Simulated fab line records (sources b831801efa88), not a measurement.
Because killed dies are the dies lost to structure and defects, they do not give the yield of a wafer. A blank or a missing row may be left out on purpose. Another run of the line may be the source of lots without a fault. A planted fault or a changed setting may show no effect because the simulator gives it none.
fab line records | flow sky130
[record] lots = 6 | wafers = 18 | last-day = 49
route steps=708 shown VIA1@460 PAD_OPEN@708
lots that met no fault: from a run of the same line without faults
start-h: hours from the record's first day to the start of the lot's first wafer shown | wait-h: how many hours have passed since the lot's step before this one | " identical to the entry in the row above | L1.1+2: several wafers, shown together as one row | - value missing, or start not given | * or withheld: withheld | < > ~ a bound
route shown NAME@n: names a module that has steps shown in the file, with the first one's number in the route | usual: average and standard deviation across the fault-free wafers | same: alike in all rows | chamber/n: place in a boat | sites: the reading at each site | _std_site: the standard deviation of these | _edge_site: outer sites' mean less inner sites' | radius-mm: for every site, how far away it sits from the centre of the wafer | mask NAME#n: copy n | behind: the last tool/chamber to shape the wafer | hold: why the lot was held/for how many hours/how that ended | device: transistor that didn't switch, given as n, p or np | end of line: the same wafers' tests at the end of the route | a step with no rows: only its recipe | killed: not the wafer's yield, but the dies lost to structure and defects at the first sort | map: dies across one wafer; x = killed, . = not, _ = none there
set.NAME: the run value of the setting; set.NAME@STEP: its run value at that earlier step | model.NAME: the simulator's own value behind a step, which no gauge read
lots seen at some steps along the route; tables by step, rows by wafer
services: from which hour (start-h, from the record's first day; less than 0 if before it) a tool's chamber was out of use, for how many hours, and why
[[steps]]
[step SKY_VIA1_CMP_02]
[recipe] material = SiO2 | down-force-psi = 4 | platen-rpm = 60 | pad-velocity-m-s = 0.94248
[usual] motor-current-A = 12.4/0.87
lot.wafer | tool   | chamber | start-h | wait-h | motor-current-A
L202.2    | cmp-02 | 1       | 834.30  | 0.2    | 12.5
L202.6    | "      | 0       | "       | "      | 13.2
L202.5    | "      | 1       | "       | "      | 12.4
L206.3    | cmp-02 | 3       | 870.67  | 0.2    | 12.7
L206.5    | "      | 0       | "       | "      | 13.8
L206.6    | "      | 1       | "       | "      | 12.5
L210.2    | cmp-01 | 2       | 892.98  | 0.0    | 12.1
L210.3    | "      | 3       | "       | "      | 10.5
L210.1    | "      | 0       | "       | "      | 11.2
L211.2    | cmp-01 | 0       | 895.93  | 0.0    | 11.6
L211.3    | "      | 1       | "       | "      | 13.3
L211.1    | "      | 3       | "       | "      | 10.1
L213.1    | cmp-01 | 0       | 914.60  | 0.1    | 11.1
L213.5    | "      | 3       | "       | "      | 10.5
L213.6    | "      | 0       | "       | "      | 10.9
L215.3    | cmp-02 | 2       | 920.88  | 0.2    | 12.2
L215.6    | "      | 3       | "       | "      | 13.1
L215.5    | "      | 0       | "       | "      | 13.4
[step SKY_VIA1_BOW_MEAS_03]
[recipe] mode = bow
[usual] VIA1_BOW = 78/6.7
lot.wafer | tool          | chamber | start-h | wait-h | VIA1_BOW[um]
L202.2    | film-metro-02 | -       | 834.57  | 0.2    | 78
L202.5    | "             | -       | "       | "      | 74
L202.6    | "             | -       | "       | "      | 84
L206.3    | film-metro-01 | -       | 870.86  | 0.1    | 87
L206.5    | "             | -       | "       | "      | 80
L206.6    | "             | -       | "       | "      | 78
L210.1    | film-metro-04 | -       | 893.28  | 0.1    | 80
L210.2    | "             | -       | "       | "      | 84
L210.3    | "             | -       | "       | "      | 79
L211.1    | film-metro-01 | -       | 896.23  | 0.1    | 78
L211.2    | "             | -       | "       | "      | 69
L211.3    | "             | -       | "       | "      | 79
L213.1    | film-metro-01 | -       | 914.85  | 0.2    | 83
L213.5    | "             | -       | "       | "      | 83
L213.6    | "             | -       | "       | "      | 79
L215.3    | film-metro-02 | -       | 921.07  | 0.1    | 81
L215.5    | "             | -       | "       | "      | 82
L215.6    | "             | -       | "       | "      | 84
[step SKY_VIA1_DEHYDRATE_04]
[recipe] temp-c = 200 | time-s = 60
[step SKY_VIA1_HMDS_05]
[recipe] prime-time-s = 60 | prime-temp-c = 120
[step SKY_VIA1_COAT_06]
[recipe] resist = BARC | temp-c = withheld | time-s = withheld | spin-rpm = 3000 | resist-thk-nm = 60
[step SKY_VIA1_COAT_07]
[recipe] resist = KrF-thick | spin-rpm = 3000 | resist-thk-nm = 450
[step SKY_VIA1_SOFTBAKE_08]
[recipe] temp-c = 100 | time-s = 90 | resist = KrF-thick
[step SKY_VIA1_EXPOSE_09]
[recipe] mask-id = VIM | na = 0.8 | source-shape = annular | sigma-inner = 0.55 | sigma-outer = 0.85 | target-cd-nm = 150 | dose-mj = 38
[step SKY_VIA1_PEB_10]
[recipe] peb-temp-c = withheld | peb-time-s = withheld | resist = KrF-thick
[step SKY_VIA1_DEVELOP_11]
[recipe] develop-time-s = 60 | resist = KrF-thick | dev-temp-c = 21
[step SKY_VIA1_CD_MEAS_12]
[recipe] target-cd-nm = 150
[usual] cd-nm = 150.4/1.5
lot.wafer | tool      | chamber | start-h | wait-h | cd-nm
L202.2    | cd-sem-02 | -       | 859.91  | -      | 147.3
L202.5    | "         | -       | "       | "      | 147.7
L202.6    | "         | -       | "       | "      | 148.6
L206.3    | cd-sem-02 | -       | 896.18  | -      | 147.1
L206.5    | "         | -       | "       | "      | 147.3
L206.6    | "         | -       | "       | "      | 148.1
L210.1    | cd-sem-01 | -       | 917.60  | -      | 146.8
L210.2    | "         | -       | "       | "      | 149.0
L210.3    | "         | -       | "       | "      | 149.4
L211.1    | cd-sem-01 | -       | 920.89  | -      | 151.0
L211.2    | "         | -       | "       | "      | 150.8
L211.3    | "         | -       | "       | "      | 151.7
L213.1    | cd-sem-02 | -       | 939.35  | -      | 152.5
L213.5    | "         | -       | "       | "      | 151.9
L213.6    | "         | -       | "       | "      | 151.9
L215.3    | cd-sem-01 | -       | 945.08  | -      | 152.7
L215.5    | "         | -       | "       | "      | 152.8
L215.6    | "         | -       | "       | "      | 151.1
[step SKY_VIA1_OVL_MEAS_13]
[usual] VIA1_OVL = 2/6.3
lot.wafer | tool       | chamber | start-h | wait-h | VIA1_OVL[nm]
L202.2    | overlay-02 | -       | 860.01  | 0.1    | 7
L202.5    | "          | -       | "       | "      | -4
L202.6    | "          | -       | "       | "      | 1
L206.3    | overlay-02 | -       | 896.28  | 0.1    | 1
L206.5    | "          | -       | "       | "      | 2
L206.6    | "          | -       | "       | "      | 7
L210.1    | overlay-02 | -       | 917.72  | 0.1    | 4
L210.2    | "          | -       | "       | "      | 6
L210.3    | "          | -       | "       | "      | 3
L211.1    | overlay-01 | -       | 921.01  | 0.1    | 4
L211.2    | "          | -       | "       | "      | 8
L211.3    | "          | -       | "       | "      | 5
L213.1    | overlay-02 | -       | 939.47  | 0.1    | 0
L213.5    | "          | -       | "       | "      | -3
L213.6    | "          | -       | "       | "      | 9
L215.3    | overlay-02 | -       | 945.18  | 0.1    | 6
L215.5    | "          | -       | "       | "      | 0
L215.6    | "          | -       | "       | "      | 1
[step SKY_VIA1_ETCH_14]
[recipe] chemistry = N2/H2 | target = BARC | ion-energy-ev = 200 | source-w = 500 | bias-w = 100 | pressure-mtorr = 30 | n2-flow-sccm = 100 | h2-flow-sccm = 200 | stop-on = SiO2 | time-s = 45.9 | target-depth-a = 600
[usual] bias-w = 99.96/0.29 | chamber-pressure-mTorr = 29.999/0.025 | drypump-motor-current-A = 5.5/0.5 | oes-product-au = 0.854/0.0048 | throttle-valve-pct = 13.224/0.0088
lot.wafer | tool        | chamber | start-h | wait-h | bias-w | chamber-pressure-mTorr | drypump-motor-current-A | oes-product-au | rf-hours-counter-h | throttle-valve-pct | model.KrF-thick_of_VIA1_COAT_07.thk-nm
L202.2    | rie-diel-03 | 1       | 860.04  | 0.0    | 99.90  | 29.988                 | 5.0                     | 0.851          | 22                 | 13.218             | 393.6
L202.5    | "           | 1       | "       | "      | 100.02 | 30.008                 | 5.0                     | 0.848          | -                  | 13.209             | 393.2
L202.6    | "           | 2       | "       | "      | 100.20 | 29.996                 | 5.7                     | 0.855          | -                  | 13.219             | 393.8
L206.3    | rie-diel-01 | 3       | 896.30  | 0.0    | 100.00 | 30.010                 | 5.8                     | 0.856          | 17                 | 13.230             | 391.8
L206.5    | "           | 3       | "       | "      | 100.34 | 30.017                 | 5.8                     | 0.861          | -                  | 13.225             | 389.7
L206.6    | "           | 2       | "       | "      | 99.89  | 30.029                 | 6.1                     | 0.858          | -                  | 13.225             | 391
L210.1    | rie-diel-02 | 2       | 917.75  | 0.0    | -      | -                      | -                       | -              | -                  | -                  | 435.7
L210.2    | "           | 0       | "       | "      | -      | -                      | -                       | -              | -                  | -                  | 437.4
L210.3    | "           | 1       | "       | "      | -      | -                      | -                       | -              | -                  | -                  | 436
L211.1    | rie-diel-03 | 1       | 921.05  | 0.0    | -      | -                      | -                       | -              | -                  | -                  | 436.2
L211.2    | "           | 3       | "       | "      | -      | -                      | -                       | -              | -                  | -                  | 434.8
L211.3    | "           | 0       | "       | "      | -      | -                      | -                       | -              | -                  | -                  | 434.2
L213.1    | rie-diel-02 | 2       | 939.50  | 0.0    | 99.88  | 30.063                 | 5.2                     | 0.855          | 11                 | 13.202             | 391.3
L213.5    | "           | 1       | "       | "      | 99.74  | 30.012                 | 5.8                     | 0.843          | -                  | 13.215             | 391.7
L213.6    | "           | 2       | "       | "      | 100.13 | 29.988                 | 5.2                     | 0.857          | -                  | 13.227             | 393.9
L215.3    | rie-diel-03 | 1       | 945.20  | 0.0    | 99.81  | 29.993                 | 5.0                     | 0.857          | 25                 | 13.226             | 393.7
L215.5    | "           | 1       | "       | "      | 99.87  | 29.991                 | 5.0                     | 0.851          | -                  | 13.231             | 393.5
L215.6    | "           | 2       | "       | "      | 99.87  | 29.985                 | 5.8                     | 0.853          | -                  | 13.230             | 393.2
[step SKY_VIA1_ETCH_15]
[recipe] target = SiO2 | chemistry = C4F8/O2/Ar | target-depth-nm = 351 | stop-on = TiN | mask-material = KrF-thick | source-w = 1500 | bias-w = 1200 | pressure-mtorr = 40 | c4f8-flow-sccm = withheld | O2_flow_sccm = 6 | Ar_flow_sccm = 300 | time-s = 54
[usual] bias-w = 1200/3.6 | chamber-pressure-mTorr = 40.00/0.038 | oes-product-au = 0.983/0.0058
lot.wafer | tool        | chamber | start-h | wait-h | bias-w | chamber-pressure-mTorr | oes-product-au | rf-hours-counter-h | model.KrF-thick_of_VIA1_COAT_07.thk-nm
L202.2    | rie-diel-03 | 1       | 860.09  | 0.0    | 1202   | 39.96                  | 0.981          | 22                 | 324
L202.5    | "           | 1       | "       | "      | 1197   | 39.98                  | 0.983          | -                  | 324.1
L202.6    | "           | 2       | "       | "      | 1205   | 40.07                  | 0.971          | -                  | 323.1
L206.3    | rie-diel-01 | 3       | 896.34  | 0.0    | 1200   | 40.01                  | 0.988          | 17                 | 319.6
L206.5    | "           | 3       | "       | "      | 1198   | 39.96                  | 0.984          | -                  | 317.4
L206.6    | "           | 2       | "       | "      | 1194   | 39.98                  | 0.992          | -                  | 319.1
L210.1    | rie-diel-02 | 2       | 917.79  | 0.0    | 1197   | 40.00                  | 0.374          | 11                 | 365.3
L210.2    | "           | 0       | "       | "      | 1194   | 39.93                  | 0.379          | 16                 | 367.5
L210.3    | "           | 1       | "       | "      | 1207   | 39.95                  | 0.373          | 7                  | 365.3
L211.1    | rie-diel-03 | 1       | 921.09  | 0.0    | 1203   | 40.05                  | 0.375          | 24                 | 367.9
L211.2    | "           | 3       | "       | "      | 1204   | 40.05                  | 0.371          | 12                 | 365.5
L211.3    | "           | 0       | "       | "      | 1196   | 39.99                  | 0.369          | 14                 | 363.5
L213.1    | rie-diel-02 | 2       | 939.54  | 0.0    | 1196   | 40.03                  | 0.985          | 11                 | 320.4
L213.5    | "           | 1       | "       | "      | 1204   | 40.02                  | 0.989          | -                  | 321
L213.6    | "           | 2       | "       | "      | 1194   | 40.01                  | 0.983          | -                  | 323.4
L215.3    | rie-diel-03 | 1       | 945.24  | 0.0    | 1191   | 39.99                  | 0.978          | 25                 | 323.4
L215.5    | "           | 1       | "       | "      | 1199   | 39.96                  | 0.978          | -                  | 322.9
L215.6    | "           | 2       | "       | "      | 1201   | 39.99                  | 0.983          | -                  | 322.2
[step SKY_VIA1_STRIP_16]
[recipe] chemistry = O2/N2 | power-w = 1400 | pressure-mtorr = 1500 | platen-temp-c = withheld | o2-flow-sccm = 3000 | n2-flow-sccm = 300 | overash-fraction = 0.5
[usual] drypump-motor-current-A = 5.8/0.5 | o2-flow-sccm = 3000/9 | oes-product-au = 0.414/0.0048 | strip-time-to-endpoint-s = 4.447/0.024
[same] overash-fraction = 0.5
lot.wafer | tool            | chamber | start-h | wait-h | drypump-motor-current-A | o2-flow-sccm | oes-product-au | rf-hours-counter-h | strip-time-to-endpoint-s
L202.2    | plasma-asher-04 | 1       | 860.13  | 0.0    | 6.3                     | 2998         | 0.413          | 11                 | 4.467
L202.5    | "               | 0       | "       | "      | 5.3                     | 3002         | 0.413          | -                  | 4.475
L202.6    | "               | 1       | "       | "      | 6.3                     | 2988         | 0.412          | -                  | 4.481
L206.3    | plasma-asher-03 | 0       | 896.42  | 0.1    | 5.0                     | 3012         | 0.412          | -                  | 4.443
L206.5    | "               | 1       | "       | "      | 6.0                     | 3007         | 0.413          | -                  | 4.415
L206.6    | "               | 0       | "       | "      | 5.0                     | 3000         | 0.408          | -                  | 4.416
L210.1    | plasma-asher-03 | 0       | 917.84  | 0.0    | 5.0                     | 3003         | 0.441          | 78                 | 4.909
L210.2    | "               | 1       | "       | "      | 6.0                     | 2986         | 0.431          | 78                 | 4.938
L210.3    | "               | 0       | "       | "      | 5.0                     | 3004         | 0.438          | -                  | 4.913
L211.1    | plasma-asher-04 | 1       | 921.14  | 0.0    | 6.3                     | 3005         | 0.436          | 18                 | 4.936
L211.2    | "               | 0       | "       | "      | 5.3                     | 2995         | 0.432          | 18                 | 4.915
L211.3    | "               | 0       | "       | "      | 5.3                     | 3000         | 0.428          | -                  | 4.881
L213.1    | plasma-asher-01 | 0       | 939.59  | 0.0    | 5.6                     | 2992         | 0.413          | 50                 | 4.421
L213.5    | "               | 0       | "       | "      | 5.6                     | 2991         | 0.417          | -                  | 4.441
L213.6    | "               | 1       | "       | "      | 6.5                     | 2991         | 0.421          | -                  | 4.470
L215.3    | plasma-asher-04 | 1       | 945.32  | 0.1    | 6.3                     | 3000         | 0.416          | -                  | 4.447
L215.5    | "               | 1       | "       | "      | 6.3                     | 3002         | 0.412          | -                  | 4.459
L215.6    | "               | 0       | "       | "      | 5.4                     | 3001         | 0.412          | -                  | 4.445
[step SKY_VIA1_STRIP_17]
[recipe] chemistry = post-etch-residue-remover | time-s = 1200 | temp-c = 72.5
[step SKY_PAD_OPEN_PROBE_99]
[usual] defect-limited-yield = 82.7/1.9 | killed_at_M0_to_M3 = 43/6.8 | killed_at_M4_up = 2.9/1.7 | killed-at-contacts = 24/5.4 | killed-at-front-end = 15/4.8 | killed-at-other = 0.3/0.57 | killed-dies = 85/9.4 | killed-on-rim = 16/4 | killed-open = 47/7.5 | killed-short = 38/5.7 | sort_bin_3_pad_short = 0.8/0.37 | sort_bin_5_function = 10.2/1.5 | sort_bin_6_memory = 6.2/1.1 | sort-n-pass = 407/9.4 | sort-yield-pct = 82.7/1.9
[same] gross-dies = 492 | killed-at-back-side = 0 | sort_bin_4_leakage[%] = 0 | sort_bin_8_speed[%] = 0
lot.wafer | tool      | chamber | start-h | wait-h | defect-limited-yield[%] | killed_at_M0_to_M3 | killed_at_M4_up | killed-at-contacts | killed-at-front-end | killed-at-other | killed-dies | killed-on-rim | killed-open | killed-short | sort_bin_3_pad_short[%] | sort_bin_5_function[%] | sort_bin_6_memory[%] | sort-n-pass | sort-yield-pct[%]
L202.2    | prober-02 | -       | 1126.20 | 0.1    | 82.1                    | 48                 | 1               | 22                 | 16                  | 1               | 88          | 17            | 43          | 45           | 0.8                     | 9.3                    | 7.7                  | 404         | 82.1
L202.5    | prober-02 | -       | 1126.35 | 0.2    | 81.1                    | 53                 | 2               | 19                 | 19                  | 0               | 93          | 23            | 52          | 41           | 0.6                     | 10.8                   | 7.5                  | 399         | 81.1
L202.6    | prober-02 | -       | 1126.40 | 0.2    | 83.3                    | 40                 | 4               | 20                 | 18                  | 0               | 82          | 13            | 45          | 37           | 0.8                     | 8.7                    | 7.1                  | 410         | 83.3
L210.1    | prober-01 | -       | 1169.18 | 0.1    | 0                       | 457                | 4               | 24                 | 7                   | 0               | 492         | 96            | 49          | 39           | 1.2                     | 92.5                   | 6.3                  | 0           | 0
L210.2    | prober-01 | -       | 1169.23 | 0.1    | 0                       | 466                | 3               | 18                 | 5                   | 0               | 492         | 96            | 35          | 35           | 1.0                     | 94.1                   | 4.9                  | 0           | 0
L210.3    | prober-01 | -       | 1169.28 | 0.2    | 0                       | 441                | 3               | 31                 | 17                  | 0               | 492         | 96            | 60          | 31           | 0.6                     | 94.3                   | 5.1                  | 0           | 0
L211.1    | prober-01 | -       | 1171.36 | 0.1    | 0                       | 457                | 1               | 18                 | 16                  | 0               | 492         | 96            | 37          | 29           | 0.4                     | 95.3                   | 4.3                  | 0           | 0
L211.2    | prober-01 | -       | 1171.41 | 0.1    | 0                       | 436                | 4               | 34                 | 18                  | 0               | 492         | 96            | 47          | 45           | 0.8                     | 92.9                   | 6.3                  | 0           | 0
L211.3    | prober-01 | -       | 1171.46 | 0.2    | 0                       | 454                | 5               | 16                 | 17                  | 0               | 492         | 96            | 36          | 48           | 0.6                     | 91.9                   | 7.5                  | 0           | 0
L213.1    | prober-01 | -       | 1182.07 | 0.1    | 80.5                    | 50                 | 2               | 28                 | 16                  | 0               | 96          | 13            | 52          | 44           | 0.4                     | 11.8                   | 7.3                  | 396         | 80.5
L213.5    | prober-01 | -       | 1182.27 | 0.2    | 81.1                    | 48                 | 1               | 23                 | 21                  | 0               | 93          | 29            | 56          | 37           | 1.4                     | 11.4                   | 6.1                  | 399         | 81.1
L213.6    | prober-01 | -       | 1182.32 | 0.2    | 82.9                    | 44                 | 2               | 24                 | 14                  | 0               | 84          | 13            | 45          | 39           | 0.6                     | 11.6                   | 4.9                  | 408         | 82.9
L215.3    | prober-01 | -       | 1184.68 | 0.2    | 82.9                    | 41                 | 4               | 21                 | 18                  | 0               | 84          | 20            | 47          | 37           | 1.0                     | 10.2                   | 5.9                  | 408         | 82.9
L215.5    | prober-01 | -       | 1184.78 | 0.2    | 79.9                    | 46                 | 5               | 22                 | 24                  | 2               | 99          | 20            | 56          | 43           | 0.2                     | 13.0                   | 6.9                  | 393         | 79.9
L215.6    | prober-01 | -       | 1184.83 | 0.2    | 81.7                    | 43                 | 3               | 24                 | 20                  | 0               | 90          | 17            | 56          | 34           | 0.4                     | 10.8                   | 7.1                  | 402         | 81.7
// killed by level:class
L202.2 VIA3:geometric-particle:open=9 VIA3:geometric-particle:short=9 CONTACT:geometric-particle:open=8 METAL2:geometric-particle:short=8 LI_CONTACT:geometric-particle:open=5 VIA1:geometric-particle:open=5 FIELD_ISO:geometric-particle:short=4 POLY_GATE:geometric-particle:open=4
L202.5 VIA1:geometric-particle:open=13 CONTACT:geometric-particle:open=9 METAL2:geometric-particle:short=9 VIA2:geometric-particle:open=8 VIA3:geometric-particle:open=7 LOCAL_INTERCONNECT:geometric-particle:short=5 POLY_GATE:geometric-particle:short=4 VIA2:geometric-particle:short=4
L202.6 VIA1:geometric-particle:open=9 VIA3:geometric-particle:open=8 VIA2:geometric-particle:open=7 CONTACT:geometric-particle:open=7 CONTACT:geometric-particle:short=6 FIELD_ISO:geometric-particle:open=5 VIA2:geometric-particle:short=5 POLY_GATE:geometric-particle:short=4
L210.1 VIA1:area-etch=404 VIA1:geometric-particle:open=11 CONTACT:geometric-particle:open=11 VIA3:geometric-particle:open=9 VIA2:geometric-particle:open=8 METAL1:geometric-particle:short=5 METAL2:geometric-particle:short=5 VIA1:geometric-particle:short=4
L210.2 VIA1:area-etch=422 VIA1:geometric-particle:open=12 CONTACT:geometric-particle:open=8 VIA2:geometric-particle:open=8 VIA1:geometric-particle:short=7 CONTACT:geometric-particle:short=5 VIA3:geometric-particle:short=5 FIELD_ISO:geometric-particle:short=4
L210.3 VIA1:area-etch=401 CONTACT:geometric-particle:open=14 VIA2:geometric-particle:open=13 LI_CONTACT:geometric-particle:open=9 POLY_GATE:geometric-particle:open=7 LI_CONTACT:geometric-particle:short=5 VIA3:geometric-particle:open=5 POLY_GATE:geometric-particle:short=4
L211.1 VIA1:area-etch=426 CONTACT:geometric-particle:open=7 VIA1:geometric-particle:open=7 VIA2:geometric-particle:open=5 FIELD_ISO:geometric-particle:open=4 LI_CONTACT:geometric-particle:open=4 CONTACT:geometric-particle:short=4 VIA2:geometric-particle:short=4
L211.2 VIA1:area-etch=400 CONTACT:geometric-particle:short=10 CONTACT:geometric-particle:open=10 LI_CONTACT:geometric-particle:open=7 VIA1:geometric-particle:open=6 VIA3:geometric-particle:open=6 FIELD_ISO:geometric-particle:short=5 FIELD_ISO:geometric-particle:open=5
L211.3 VIA1:area-etch=408 METAL2:geometric-particle:short=10 VIA2:geometric-particle:short=8 CONTACT:geometric-particle:open=7 VIA1:geometric-particle:open=6 FIELD_ISO:geometric-particle:short=5 POLY_GATE:geometric-particle:short=4 VIA2:geometric-particle:open=4
L213.1 VIA1:geometric-particle:open=13 METAL1:geometric-particle:short=10 CONTACT:geometric-particle:open=9 FIELD_ISO:geometric-particle:open=8 LOCAL_INTERCONNECT:geometric-particle:short=7 METAL2:geometric-particle:short=7 VIA2:geometric-particle:open=7 LI_CONTACT:geometric-particle:open=4
L213.5 VIA1:geometric-particle:open=11 LI_CONTACT:geometric-particle:open=10 METAL2:geometric-particle:short=8 CONTACT:geometric-particle:open=7 FIELD_ISO:geometric-particle:open=6 VIA3:geometric-particle:short=6 POLY_GATE:geometric-particle:open=6 METAL1:geometric-particle:short=6
L213.6 VIA1:geometric-particle:open=11 CONTACT:geometric-particle:open=10 VIA1:geometric-particle:short=6 METAL2:geometric-particle:short=5 CONTACT:geometric-particle:short=5 VIA3:geometric-particle:open=5 POLY_GATE:geometric-particle:short=4 LI_CONTACT:geometric-particle:open=4
L215.3 VIA1:geometric-particle:open=11 FIELD_ISO:geometric-particle:open=8 CONTACT:geometric-particle:open=8 VIA2:geometric-particle:open=7 FIELD_ISO:geometric-particle:short=6 METAL2:geometric-particle:short=6 LI_CONTACT:geometric-particle:open=5 METAL1:geometric-particle:short=5
L215.5 VIA3:geometric-particle:open=9 VIA1:geometric-particle:open=9 METAL2:geometric-particle:short=7 CONTACT:geometric-particle:open=7 LI_CONTACT:geometric-particle:open=6 FIELD_ISO:geometric-particle:short=5 CONTACT:geometric-particle:short=5 METAL1:geometric-particle:short=5
L215.6 VIA1:geometric-particle:open=10 LI_CONTACT:geometric-particle:open=9 FIELD_ISO:geometric-particle:open=8 CONTACT:geometric-particle:open=7 VIA3:geometric-particle:open=7 METAL2:geometric-particle:short=6 FIELD_ISO:geometric-particle:short=5 VIA1:geometric-particle:short=5
// map L210.1 (x killed, . not)
__________xxxxxxxxxx_________
________xxxxxxxxxxxxxx_______
______xxxxxxxxxxxxxxxxxx_____
_____xxxxxxxxxxxxxxxxxxxx____
____xxxxxxxxxxxxxxxxxxxxxx___
___xxxxxxxxxxxxxxxxxxxxxxxx__
__xxxxxxxxxxxxxxxxxxxxxxxxxx_
_xxxxxxxxxxxxxxxxxxxxxxxxxxxx
_xxxxxxxxxxxxxxxxxxxxxxxxxxxx
_xxxxxxxxxxxxxxxxxxxxxxxxxxxx
_xxxxxxxxxxxxxxxxxxxxxxxxxxxx
_xxxxxxxxxxxxxxxxxxxxxxxxxxxx
_xxxxxxxxxxxxxxxxxxxxxxxxxxxx
_xxxxxxxxxxxxxxxxxxxxxxxxxxxx
_xxxxxxxxxxxxxxxxxxxxxxxxxxxx
__xxxxxxxxxxxxxxxxxxxxxxxxxx_
___xxxxxxxxxxxxxxxxxxxxxxxx__
____xxxxxxxxxxxxxxxxxxxxxx___
_____xxxxxxxxxxxxxxxxxxxx____
______xxxxxxxxxxxxxxxxxx_____
________xxxxxxxxxxxxxx_______
__________xxxxxxxxxx_________
// map L211.1 (x killed, . not)
__________xxxxxxxxxx_________
________xxxxxxxxxxxxxx_______
______xxxxxxxxxxxxxxxxxx_____
_____xxxxxxxxxxxxxxxxxxxx____
____xxxxxxxxxxxxxxxxxxxxxx___
___xxxxxxxxxxxxxxxxxxxxxxxx__
__xxxxxxxxxxxxxxxxxxxxxxxxxx_
_xxxxxxxxxxxxxxxxxxxxxxxxxxxx
_xxxxxxxxxxxxxxxxxxxxxxxxxxxx
_xxxxxxxxxxxxxxxxxxxxxxxxxxxx
_xxxxxxxxxxxxxxxxxxxxxxxxxxxx
_xxxxxxxxxxxxxxxxxxxxxxxxxxxx
_xxxxxxxxxxxxxxxxxxxxxxxxxxxx
_xxxxxxxxxxxxxxxxxxxxxxxxxxxx
_xxxxxxxxxxxxxxxxxxxxxxxxxxxx
__xxxxxxxxxxxxxxxxxxxxxxxxxx_
___xxxxxxxxxxxxxxxxxxxxxxxx__
____xxxxxxxxxxxxxxxxxxxxxx___
_____xxxxxxxxxxxxxxxxxxxx____
______xxxxxxxxxxxxxxxxxx_____
________xxxxxxxxxxxxxx_______
__________xxxxxxxxxx_________
[[services]]
tool            | chamber | start-h | hours | kind
plasma-asher-03 | -       | 824.46  | 3.4   | repair
cmp-01          | -       | 828.17  | 2.6   | repair
cmp-02          | -       | 840.36  | 4.0   | repair
rie-diel-01     | 3       | 843.52  | 3.4   | repair
plasma-asher-03 | -       | 846.38  | 1.5   | repair
rie-diel-01     | 2       | 848.91  | 13.4  | repair
rie-diel-01     | 3       | 862.35  | 1.3   | repair
plasma-asher-01 | -       | 868.07  | 1.5   | repair
rie-diel-01     | -       | 869.02  | 0.5   | repair
cmp-02          | -       | 883.09  | 3.8   | pm
plasma-asher-01 | -       | 885.54  | 10.4  | repair
cmp-02          | -       | 908.97  | 5.1   | repair
plasma-asher-01 | -       | 909.22  | 1.1   | repair
rie-diel-01     | 0       | 911.22  | 1.8   | repair
rie-diel-01     | 2       | 912.79  | 14.4  | repair
cmp-02          | -       | 914.05  | 4.0   | pm
plasma-asher-04 | -       | 916.56  | 0.7   | repair
rie-diel-02     | 3       | 916.88  | 13.5  | repair
cmp-02          | -       | 918.05  | -     | consumable-replace:conditioner
plasma-asher-03 | -       | 922.27  | 4.3   | repair
rie-diel-01     | 2       | 928.11  | 13.7  | repair
rie-diel-01     | 3       | 929.83  | 2.7   | repair
cmp-01          | -       | 933.05  | 8.1   | pm
plasma-asher-04 | -       | 936.03  | 3.9   | repair
[[key]]
[first-sign] step = SKY_VIA1_ETCH_14 | reading = tool-record | direction = missing
[effect] step = SKY_VIA1_ETCH_15 | reading = oes-product-au | direction = down | sigmas = 99+ | usual = 0.983 | struck = 0.373
[effect] step = SKY_VIA1_STRIP_16 | reading = strip-time-to-endpoint-s | direction = up | sigmas = 19 | usual = * | struck = *
[effect] step = SKY_PAD_OPEN_PROBE_99 | reading = killed_at_M0_to_M3 | direction = up | sigmas = 60 | usual = 43 | struck = 452
[model-effect] step = SKY_VIA1_ETCH_14 | value = KrF-thick_of_VIA1_COAT_07.thk-nm | without = 392.4 | struck = 435.7
[model-effect] step = SKY_VIA1_ETCH_15 | value = KrF-thick_of_VIA1_COAT_07.thk-nm | without = 322.5 | struck = 365.8
[more-kills-born-at] SKY_VIA1_ETCH_14@rie-diel-03 = 1234 | SKY_VIA1_ETCH_14@rie-diel-02 = 1227
met-at SKY_VIA1_ETCH_14
struck-wafers L210.1,L210.2,L210.3,L211.1,L211.2,L211.3
later-rows-left-out L210.1,L210.2,L210.3,L211.1,L211.2,L211.3
onset-between 860.04 917.75
[fault] kind = skipped-step-whole | tool = rie-diel-02,rie-diel-03 | chamber = - | onset-h = 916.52 | steps = SKY_VIA1_ETCH_14 | scope = struck-lots-only
// later-rows-left-out: the simulator's readings of these wafers behind a module that went badly wrong aren't trusted and aren't shown, but for the sort
